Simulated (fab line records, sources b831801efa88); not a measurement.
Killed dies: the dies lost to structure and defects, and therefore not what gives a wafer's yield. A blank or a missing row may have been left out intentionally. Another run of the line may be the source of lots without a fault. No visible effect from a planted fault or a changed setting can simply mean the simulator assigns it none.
fab line records	flow sky130
record: lots: 14	wafers: 42	lastDay: 50
route steps=708 shown POLY_GATE@227 LDD_LDN@295 POLY_CUT@315 PAD_OPEN@708
lots untouched by any fault: they come from a run of this same line in which no faults occurred
startH: the number of hours between the record's first day and the start of the first shown wafer of the lot	waitH: hours since the lot's step before	" as in the row above	L1.1+2: several wafers, shown together as one row	- either no value or no given start	* or withheld: withheld	< > ~ a bound
route shown NAME@n: a module of which the file shows steps, and the number in the route of the first	usual: mean and standard deviation over wafers with no fault	same: alike in all rows	chamber/n: place in a boat	sites: each site's reading	_std_site: how widely they spread, as a standard deviation	_edge_site: inner sites' mean taken away from outer sites' mean	radiusMm: for every site, how far away it sits from the centre of the wafer	mask NAME#n: copy n	behind: the most recent tool/chamber to have shaped the wafer	hold: why the lot went on hold/how many hours it stayed there/how the hold came to an end	device: the transistor (n, p or np) that didn't switch	end of line: the same wafers' tests at the end of the route	step lacking rows: just its recipe	killed: not the wafer's yield, but the dies lost to structure and defects at the first sort	map: a wafer's dies, x killed, . not, _ none there
set.NAME: the setting the step ran with; set.NAME@STEP: the setting that earlier step ran with	model.NAME: the simulator's own value behind a step, which no gauge read
the route's steps for a sample of lots (tables are steps, rows are wafers)
services: a tool's chamber out of use, with start hour (startH, from the record's first day; less than 0 if before it), hours out, and reason
== steps ==
step: SKY_POLY_GATE_CD_MEAS_13
recipe: targetCdNm: 150
usual: cdNm: 149.6/1.5
lot.wafer	tool	chamber	startH	waitH	cdNm
L486.1	cdSem-01	-	359.98	-	147.4
L486.3	"	-	"	"	146.8
L486.5	"	-	"	"	147.7
L488.2	cdSem-01	-	380.55	-	150.4
L488.3	"	-	"	"	148.6
L488.4	"	-	"	"	150.6
L489.1	cdSem-01	-	384.33	-	153.1
L489.3	"	-	"	"	151.8
L489.6	"	-	"	"	151.0
L490.2	cdSem-01	-	401.27	-	147.9
L490.3	"	-	"	"	147.8
L490.4	"	-	"	"	147.3
L491.2	cdSem-01	-	421.67	-	151.1
L491.4	"	-	"	"	149.5
L491.5	"	-	"	"	148.7
L493.2	cdSem-01	-	433.54	-	150.4
L493.3	"	-	"	"	149.4
L493.6	"	-	"	"	151.3
L494.2	cdSem-02	-	451.44	-	148.4
L494.3	"	-	"	"	147.4
L494.4	"	-	"	"	149.6
L497.1	cdSem-01	-	479.32	-	152.3
L497.4	"	-	"	"	151.6
L497.6	"	-	"	"	149.9
L499.2	cdSem-02	-	497.22	-	151.8
L499.3	"	-	"	"	151.9
L499.5	"	-	"	"	151.8
L502.1	cdSem-02	-	511.42	-	148.2
L502.3	"	-	"	"	147.5
L502.5	"	-	"	"	149.3
L503.1	cdSem-02	-	516.02	-	149.9
L503.3	"	-	"	"	150.9
L503.4	"	-	"	"	151.2
L506.1	cdSem-01	-	546.05	-	153.0
L506.2	"	-	"	"	152.7
L506.6	"	-	"	"	153.5
L507.1	cdSem-02	-	553.36	-	147.4
L507.2	"	-	"	"	148.1
L507.4	"	-	"	"	148.6
L508.1	cdSem-01	-	556.15	-	148.2
L508.2	"	-	"	"	149.4
L508.3	"	-	"	"	150.0
step: SKY_POLY_GATE_THK_MEAS_21
recipe: reads: SiO2_of_POLY_GATE_OXIDATION_20
usual: POLY_GATE_OXIDATION_THK: 4.00/0.069
lot.wafer	tool	chamber	startH	waitH	POLY_GATE_OXIDATION_THK[nm]
L486.1	filmMetro-01	-	362.88	0.0	4.00
L486.3	"	-	"	"	4.09
L486.5	"	-	"	"	4.07
L488.2	filmMetro-02	-	384.90	0.0	3.85
L488.3	"	-	"	"	3.94
L488.4	"	-	"	"	3.99
L489.1	filmMetro-01	-	387.47	0.0	4.15
L489.3	"	-	"	"	4.02
L489.6	"	-	"	"	4.10
L490.2	filmMetro-03	-	403.32	0.0	4.15
L490.3	"	-	"	"	4.08
L490.4	"	-	"	"	3.98
L491.2	filmMetro-03	-	423.45	0.0	4.05
L491.4	"	-	"	"	4.01
L491.5	"	-	"	"	4.13
L493.2	filmMetro-01	-	437.51	0.0	4.05
L493.3	"	-	"	"	4.09
L493.6	"	-	"	"	4.11
L494.2	filmMetro-02	-	454.24	0.0	4.03
L494.3	"	-	"	"	4.01
L494.4	"	-	"	"	4.02
L497.1	filmMetro-03	-	481.12	0.0	3.91
L497.4	"	-	"	"	3.90
L497.6	"	-	"	"	3.93
L499.2	filmMetro-03	-	499.00	0.0	3.99
L499.3	"	-	"	"	3.94
L499.5	"	-	"	"	3.99
L502.1	filmMetro-03	-	514.26	0.0	4.00
L502.3	"	-	"	"	4.00
L502.5	"	-	"	"	3.92
L503.1	filmMetro-03	-	517.82	0.0	3.96
L503.3	"	-	"	"	3.98
L503.4	"	-	"	"	3.97
L506.1	filmMetro-03	-	547.84	0.0	3.92
L506.2	"	-	"	"	4.01
L506.6	"	-	"	"	4.07
L507.1	filmMetro-03	-	555.16	0.0	4.04
L507.2	"	-	"	"	4.07
L507.4	"	-	"	"	4.06
L508.1	filmMetro-03	-	557.94	0.0	4.06
L508.2	"	-	"	"	4.11
L508.3	"	-	"	"	4.04
step: SKY_LDD_LDN_DEVELOP_06
recipe: resist: NOVOLAK	developer: TMAH	developTimeS: 60	devTempC: 23
usual: developerTempC: 22.99/0.1
lot.wafer	tool	chamber	startH	waitH	developerTempC
L486.1	lithoTrack-01	0	513.52	0.1	22.98
L486.3	"	0	"	"	23.22
L486.5	"	0	"	"	22.99
L488.2	lithoTrack-01	0	537.25	0.1	22.99
L488.3	"	0	"	"	22.91
L488.4	"	0	"	"	22.90
L489.1	lithoTrack-02	0	540.97	0.1	22.92
L489.3	"	0	"	"	23.13
L489.6	"	0	"	"	22.98
L490.2	lithoTrack-01	0	556.05	0.1	23.05
L490.3	"	0	"	"	22.86
L490.4	"	0	"	"	22.93
L491.2	lithoTrack-01	0	575.80	0.1	23.04
L491.4	"	0	"	"	22.92
L491.5	"	0	"	"	23.10
L493.2	lithoTrack-01	0	590.50	0.1	22.88
L493.3	"	0	"	"	23.02
L493.6	"	0	"	"	23.09
L494.2	lithoTrack-02	0	605.59	0.1	22.90
L494.3	"	0	"	"	22.98
L494.4	"	0	"	"	23.05
L497.1	lithoTrack-03	0	633.36	0.1	22.81
L497.4	"	0	"	"	22.87
L497.6	"	0	"	"	22.87
L499.2	lithoTrack-02	0	647.94	0.1	22.80
L499.3	"	0	"	"	22.89
L499.5	"	0	"	"	23.05
L502.1	lithoTrack-02	0	661.97	0.1	22.42
L502.3	"	0	"	"	22.32
L502.5	"	0	"	"	22.42
L503.1	lithoTrack-02	0	665.22	0.1	21.93
L503.3	"	0	"	"	22.12
L503.4	"	0	"	"	21.94
L506.1	lithoTrack-03	0	692.51	0.1	22.97
L506.2	"	0	"	"	22.93
L506.6	"	0	"	"	23.00
L507.1	lithoTrack-03	0	698.36	0.1	23.08
L507.2	"	0	"	"	23.13
L507.4	"	0	"	"	22.99
L508.1	lithoTrack-01	0	700.72	0.1	22.96
L508.2	"	0	"	"	22.78
L508.3	"	0	"	"	22.98
step: SKY_POLY_CUT_CD_MEAS_08
recipe: targetCdNm: 270
usual: cdNm: 270.0/1.6
lot.wafer	tool	chamber	startH	waitH	cdNm
L486.1	cdSem-02	-	546.72	-	271.3
L486.3	"	-	"	"	273.1
L486.5	"	-	"	"	271.6
L488.2	cdSem-01	-	571.74	-	268.1
L488.3	"	-	"	"	268.2
L488.4	"	-	"	"	268.8
L489.1	cdSem-02	-	573.87	-	265.3
L489.3	"	-	"	"	266.2
L489.6	"	-	"	"	266.3
L490.2	cdSem-02	-	588.24	-	269.6
L490.3	"	-	"	"	268.6
L490.4	"	-	"	"	269.5
L491.2	cdSem-02	-	608.62	-	270.5
L491.4	"	-	"	"	270.6
L491.5	"	-	"	"	271.0
L493.2	cdSem-01	-	622.42	-	273.3
L493.3	"	-	"	"	270.5
L493.6	"	-	"	"	271.4
L494.2	cdSem-01	-	636.79	-	271.1
L494.3	"	-	"	"	271.5
L494.4	"	-	"	"	270.5
L497.1	cdSem-02	-	663.55	-	269.6
L497.4	"	-	"	"	269.6
L497.6	"	-	"	"	268.6
L499.2	cdSem-02	-	677.99	-	270.0
L499.3	"	-	"	"	269.9
L499.5	"	-	"	"	269.1
L502.1	cdSem-02	-	692.02	-	271.7
L502.3	"	-	"	"	271.8
L502.5	"	-	"	"	271.0
L503.1	cdSem-01	-	696.02	-	268.8
L503.3	"	-	"	"	270.0
L503.4	"	-	"	"	271.2
L506.1	cdSem-01	-	723.62	-	269.3
L506.2	"	-	"	"	269.1
L506.6	"	-	"	"	267.5
L507.1	cdSem-01	-	728.80	-	268.6
L507.2	"	-	"	"	270.3
L507.4	"	-	"	"	269.8
L508.1	cdSem-01	-	729.72	-	269.3
L508.2	"	-	"	"	269.7
L508.3	"	-	"	"	267.9
step: SKY_PAD_OPEN_PROBE_99
usual: killed_at_M0_to_M3: 44/7.3	killed_at_M4_up: 3.1/1.9	killedAtContacts: 24/5.3	killedAtFrontEnd: 15/4	killedAtOther: 0.4/0.6	killedDies: 86/9.2	killedOpen: 47/6.9	killedShort: 39/6.9
same: grossDies: 492	killedAtBackSide: 0
lot.wafer	tool	chamber	startH	waitH	killed_at_M0_to_M3	killed_at_M4_up	killedAtContacts	killedAtFrontEnd	killedAtOther	killedDies	killedOpen	killedShort
L489.1	prober-01	-	1085.78	0.1	49	5	25	11	1	91	52	38
L489.3	prober-01	-	1085.88	0.2	48	3	19	20	0	90	50	40
L489.6	prober-01	-	1086.03	0.2	34	2	14	13	1	64	33	31
L490.2	prober-02	-	1094.58	0.1	41	4	15	10	1	71	35	35
L490.3	prober-02	-	1094.63	0.2	32	2	28	13	1	76	36	39
L490.4	prober-02	-	1094.68	0.2	35	3	18	13	1	70	34	34
L491.2	prober-01	-	1110.66	0.1	43	0	27	12	1	83	46	36
L491.4	prober-01	-	1110.76	0.2	46	3	26	22	0	97	56	41
L491.5	prober-01	-	1110.81	0.2	50	0	28	17	2	97	53	43
L494.2	prober-02	-	1124.57	0.1	46	4	21	18	0	89	43	46
L494.3	prober-02	-	1124.62	0.2	31	1	40	15	0	87	52	35
L494.4	prober-02	-	1124.67	0.2	38	2	28	18	0	86	40	46
L499.2	prober-02	-	1154.76	0.1	46	3	17	10	0	76	48	28
L499.3	prober-02	-	1154.81	0.2	37	7	30	14	0	88	42	46
L499.5	prober-02	-	1154.91	0.2	38	3	12	16	0	69	35	34
L502.1	prober-02	-	1167.40	0.1	47	0	28	13	1	89	52	37
L502.3	prober-02	-	1167.50	0.2	52	3	26	11	0	92	57	35
L502.5	prober-02	-	1167.60	0.2	32	2	25	14	0	73	46	27
L503.1	prober-02	-	1168.90	0.1	48	10	23	19	0	100	55	45
L503.3	prober-02	-	1169.00	0.2	43	2	23	13	0	81	49	32
L503.4	prober-02	-	1169.05	0.2	40	2	16	19	0	77	32	44
L508.1	prober-02	-	1190.77	0.1	46	2	31	14	0	93	54	39
L508.2	prober-02	-	1190.82	0.1	51	2	17	22	0	92	53	39
L508.3	prober-02	-	1190.87	0.2	44	3	33	20	0	100	62	38
killed by level:class
L489.1 VIA1:geometricParticle:open=12 CONTACT:geometricParticle:open=9 VIA2:geometricParticle:open=9 VIA3:geometricParticle:open=8 LI_CONTACT:geometricParticle:open=7 METAL1:geometricParticle:short=5 VIA3:geometricParticle:short=5 CONTACT:geometricParticle:short=4
L489.3 VIA1:geometricParticle:open=14 CONTACT:geometricParticle:open=12 METAL1:geometricParticle:short=9 VIA3:geometricParticle:open=6 POLY_GATE:geometricParticle:open=5 VIA1:geometricParticle:short=5 FIELD_ISO:geometricParticle:short=4 VIA2:geometricParticle:open=4
L489.6 CONTACT:geometricParticle:open=7 VIA1:geometricParticle:open=6 VIA3:geometricParticle:open=6 METAL1:geometricParticle:short=5 METAL2:geometricParticle:short=4 FIELD_ISO:geometricParticle:short=3 LI_CONTACT:geometricParticle:open=3 LOCAL_INTERCONNECT:geometricParticle:short=3
L490.2 VIA1:geometricParticle:open=10 FIELD_ISO:geometricParticle:short=6 LI_CONTACT:geometricParticle:open=6 VIA3:geometricParticle:open=6 LOCAL_INTERCONNECT:geometricParticle:short=5 METAL2:geometricParticle:short=5 METAL1:geometricParticle:short=4 VIA1:geometricParticle:short=4
L490.3 CONTACT:geometricParticle:short=9 CONTACT:geometricParticle:open=9 VIA1:geometricParticle:open=6 VIA1:geometricParticle:short=6 FIELD_ISO:geometricParticle:open=5 LI_CONTACT:geometricParticle:open=5 VIA2:geometricParticle:open=5 METAL1:geometricParticle:short=4
L490.4 CONTACT:geometricParticle:open=9 VIA1:geometricParticle:open=9 METAL1:geometricParticle:short=6 VIA2:geometricParticle:open=6 METAL2:geometricParticle:short=5 FIELD_ISO:geometricParticle:short=4 POLY_GATE:geometricParticle:short=3 LI_CONTACT:geometricParticle:open=3
L491.2 VIA1:geometricParticle:open=9 CONTACT:geometricParticle:open=9 VIA2:geometricParticle:open=8 LI_CONTACT:geometricParticle:open=7 VIA1:geometricParticle:short=6 POLY_GATE:geometricParticle:short=4 LOCAL_INTERCONNECT:geometricParticle:short=4 CONTACT:geometricParticle:short=4
L491.4 VIA1:geometricParticle:open=16 CONTACT:geometricParticle:open=12 FIELD_ISO:geometricParticle:open=8 CONTACT:geometricParticle:short=6 VIA2:geometricParticle:short=6 POLY_GATE:geometricParticle:open=4 POLY_GATE:geometricParticle:short=4 LI_CONTACT:geometricParticle:open=4
L491.5 VIA1:geometricParticle:open=17 LI_CONTACT:geometricParticle:open=12 POLY_GATE:geometricParticle:open=7 CONTACT:geometricParticle:open=6 VIA1:geometricParticle:short=6 METAL3:geometricParticle:short=5 METAL1:geometricParticle:short=5 VIA3:geometricParticle:open=5
L494.2 VIA1:geometricParticle:open=11 CONTACT:geometricParticle:open=9 METAL2:geometricParticle:short=8 METAL1:geometricParticle:short=7 VIA1:geometricParticle:short=6 POLY_GATE:geometricParticle:short=5 LI_CONTACT:geometricParticle:open=5 CONTACT:geometricParticle:short=5
L494.3 CONTACT:geometricParticle:open=18 LI_CONTACT:geometricParticle:open=8 METAL2:geometricParticle:short=8 CONTACT:geometricParticle:short=7 VIA1:geometricParticle:open=6 POLY_GATE:geometricParticle:open=5 FIELD_ISO:geometricParticle:short=4 FIELD_ISO:geometricParticle:open=4
L494.4 CONTACT:geometricParticle:open=11 POLY_GATE:geometricParticle:short=8 VIA2:geometricParticle:open=8 CONTACT:geometricParticle:short=6 METAL1:geometricParticle:short=6 LI_CONTACT:geometricParticle:open=5 LOCAL_INTERCONNECT:geometricParticle:short=5 VIA3:geometricParticle:open=5
L499.2 VIA1:geometricParticle:open=13 LI_CONTACT:geometricParticle:open=8 VIA2:geometricParticle:open=7 VIA3:geometricParticle:short=7 FIELD_ISO:geometricParticle:open=5 CONTACT:geometricParticle:open=5 VIA3:geometricParticle:open=5 VIA1:geometricParticle:short=4
L499.3 CONTACT:geometricParticle:open=10 LI_CONTACT:geometricParticle:open=7 CONTACT:geometricParticle:short=6 VIA1:geometricParticle:open=6 METAL2:geometricParticle:short=6 VIA2:geometricParticle:open=6 METAL1:geometricParticle:short=5 FIELD_ISO:geometricParticle:short=4
L499.5 VIA1:geometricParticle:open=7 METAL1:geometricParticle:short=6 VIA3:geometricParticle:open=6 VIA1:geometricParticle:short=5 METAL2:geometricParticle:short=5 CONTACT:geometricParticle:open=4 VIA2:geometricParticle:open=4 FIELD_ISO:geometricParticle:open=3
L502.1 VIA1:geometricParticle:open=15 LI_CONTACT:geometricParticle:open=13 CONTACT:geometricParticle:short=7 METAL1:geometricParticle:open=6 VIA3:geometricParticle:open=6 CONTACT:geometricParticle:open=5 VIA2:geometricParticle:open=5 VIA1:geometricParticle:short=5
L502.3 CONTACT:geometricParticle:open=15 VIA1:geometricParticle:open=14 METAL2:geometricParticle:short=8 VIA2:geometricParticle:open=6 VIA3:geometricParticle:short=6 LI_CONTACT:geometricParticle:open=5 VIA3:geometricParticle:open=5 METAL3:geometricParticle:short=4
L502.5 CONTACT:geometricParticle:open=14 VIA1:geometricParticle:open=10 POLY_GATE:geometricParticle:short=5 FIELD_ISO:geometricParticle:open=4 LI_CONTACT:geometricParticle:open=4 METAL1:geometricParticle:short=4 VIA2:geometricParticle:open=4 VIA3:geometricParticle:open=4
L503.1 VIA1:geometricParticle:open=12 METAL4:geometricParticle:short=8 FIELD_ISO:geometricParticle:short=7 METAL2:geometricParticle:short=7 VIA2:geometricParticle:open=7 LOCAL_INTERCONNECT:geometricParticle:short=7 LI_CONTACT:geometricParticle:open=6 METAL2:geometricParticle:open=6
L503.3 VIA1:geometricParticle:open=9 CONTACT:geometricParticle:open=9 VIA3:geometricParticle:open=9 VIA2:geometricParticle:open=6 FIELD_ISO:geometricParticle:open=5 LOCAL_INTERCONNECT:geometricParticle:short=5 VIA1:geometricParticle:short=5 FIELD_ISO:geometricParticle:short=3
L503.4 VIA2:geometricParticle:open=6 POLY_GATE:geometricParticle:short=5 LI_CONTACT:geometricParticle:open=5 CONTACT:geometricParticle:open=5 METAL2:geometricParticle:short=5 VIA1:geometricParticle:short=5 LI_CONTACT:geometricParticle:short=4 METAL1:geometricParticle:short=4
L508.1 CONTACT:geometricParticle:open=13 VIA1:geometricParticle:open=13 CONTACT:geometricParticle:short=9 VIA3:geometricParticle:open=7 FIELD_ISO:geometricParticle:short=6 METAL1:geometricParticle:short=6 VIA2:geometricParticle:open=6 FIELD_ISO:geometricParticle:open=5
L508.2 VIA3:geometricParticle:open=10 VIA1:geometricParticle:open=9 CONTACT:geometricParticle:open=8 METAL2:geometricParticle:short=8 VIA2:geometricParticle:open=7 VIA1:geometricParticle:short=6 FIELD_ISO:geometricParticle:open=5 POLY_GATE:geometricParticle:open=5
L508.3 VIA1:geometricParticle:open=14 LI_CONTACT:geometricParticle:open=12 CONTACT:geometricParticle:open=11 VIA3:geometricParticle:open=8 VIA1:geometricParticle:short=6 FIELD_ISO:geometricParticle:open=5 POLY_GATE:geometricParticle:short=5 VIA2:geometricParticle:short=5
== services ==
tool	chamber	startH	hours	kind
lithoTrack-02	-	496.98	-	consumableReplace:filter
lithoTrack-01	-	555.43	-	consumableReplace:filter
== key ==
firstSign: step: SKY_LDD_LDN_DEVELOP_06	reading: developerTempC	direction: down	sigmas: 7.8	usual: *	struck: *
effect none on later readings
metAt SKY_LDD_LDN_DEVELOP_06
struckLots L502,L503
testerLeftOut L502,L503
notActingAt SKY_POLY_GATE_CD_MEAS_13,SKY_POLY_GATE_THK_MEAS_21,SKY_POLY_CUT_CD_MEAS_08
onsetBetween 647.94 661.97
fault: kind: processParameterDrift	tool: lithoTrack-02	chamber: -	onsetH: 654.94	steps: SKY_LDD_LDN_DEVELOP_06	channel: devTempC	offset: *	shape: step	endH: 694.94	actsIn: *	stated: *
testerLeftOut: of these lots the tester's yield and bins aren't shown, on N5 and GAA mostly nor the transistor test; their killed dies are dies lost to structure and defects alone, not to doping, threshold or leakage, so they don't give the yield
